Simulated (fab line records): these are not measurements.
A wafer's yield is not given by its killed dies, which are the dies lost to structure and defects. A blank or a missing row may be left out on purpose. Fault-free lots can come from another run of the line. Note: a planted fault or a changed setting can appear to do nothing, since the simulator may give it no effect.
Chamber matching :: flow gf180mcu :: 3 sister chambers for GF_CONTACT_CVD_02 on pecvd-02
The step deposits SiO2 from TEOS, target thk 860 nm, time 95.992 s. 14 wafers are shown with their chamber, then 7 later ones without.

## WAFERS PAIRED WITH THEIR CHAMBERS
wafer: L237.1
chamber: 1
heater_power_w (W): 646
susceptor_temp_C (C): 400.13

wafer: L237.4
chamber: 0
heater_power_w (W): 746
susceptor_temp_C (C): 400.42

wafer: L237.6
chamber: 1
heater_power_w (W): 681
susceptor_temp_C (C): 399.95

wafer: L239.3
chamber: 0
heater_power_w (W): 725
susceptor_temp_C (C): 400.21

wafer: L239.4
chamber: 0
heater_power_w (W): 763
susceptor_temp_C (C): 399.98

wafer: L239.5
chamber: 2
heater_power_w (W): 577
susceptor_temp_C (C): 399.91

wafer: L246.2
chamber: 2
heater_power_w (W): 476
susceptor_temp_C (C): 399.98

wafer: L246.4
chamber: 1
heater_power_w (W): 704
susceptor_temp_C (C): 400.01

wafer: L246.5
chamber: 0
heater_power_w (W): 741
susceptor_temp_C (C): 400.01

wafer: L247.1
chamber: 1
heater_power_w (W): 554
susceptor_temp_C (C): 399.83

wafer: L247.3
chamber: 0
heater_power_w (W): 747
susceptor_temp_C (C): 400.11

wafer: L247.4
chamber: 2
heater_power_w (W): 570
susceptor_temp_C (C): 400.26

wafer: L251.4
chamber: 1
heater_power_w (W): 688
susceptor_temp_C (C): 399.91

wafer: L251.5
chamber: 2
heater_power_w (W): 528
susceptor_temp_C (C): 400.05

SIGNATURES, as means of the wafers listed above
reading: heater_power_w
chamber 0: 744.40
chamber 1: 654.60
chamber 2: 537.75
scatter within a chamber: 44.4

reading: susceptor_temp_C
chamber 0: 400.1460
chamber 1: 399.9660
chamber 2: 400.0500
scatter within a chamber: 0.149
Rule: a wafer's distance from a chamber is the root of the sum, over the readings, of the square of ((its reading less the chamber's mean) divided by the reading's scatter). The wafer belongs to the nearest chamber; if the next one is less than 2 further off, it can't be placed. The scatter is the square root of a quotient: the sum, over the shown wafers, of each reading's squared deviation from its chamber's mean, divided by wafers minus chambers.

## WAFERS WITH NO CHAMBER GIVEN
wafer: L251.6
heater_power_w (W): 699
susceptor_temp_C (C): 400.00

wafer: L257.1
heater_power_w (W): 762
susceptor_temp_C (C): 400.06

wafer: L257.2
heater_power_w (W): 482
susceptor_temp_C (C): 399.90

wafer: L257.3
heater_power_w (W): 560
susceptor_temp_C (C): 399.88

wafer: L259.2
heater_power_w (W): 660
susceptor_temp_C (C): 399.96

wafer: L259.4
heater_power_w (W): 534
susceptor_temp_C (C): 399.86

wafer: L259.5
heater_power_w (W): 695
susceptor_temp_C (C): 400.02

## EACH ONE'S CHAMBER
wafer: L251.6
from the rows above: can't be placed: 1 or 0
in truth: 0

wafer: L257.1
from the rows above: can't be placed: 0 or 1
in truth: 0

wafer: L257.2
from the rows above: 2
in truth: 2

wafer: L257.3
from the rows above: can't be placed: 2 or 1
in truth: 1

wafer: L259.2
from the rows above: 1
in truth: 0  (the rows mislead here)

wafer: L259.4
from the rows above: can't be placed: 2 or 1
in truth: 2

wafer: L259.5
from the rows above: can't be placed: 1 or 0
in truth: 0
1 of 7 placed correctly. From these rows, 5 cannot be placed; in 5 the true chamber is one of the candidates. Number placed wrongly: 1.
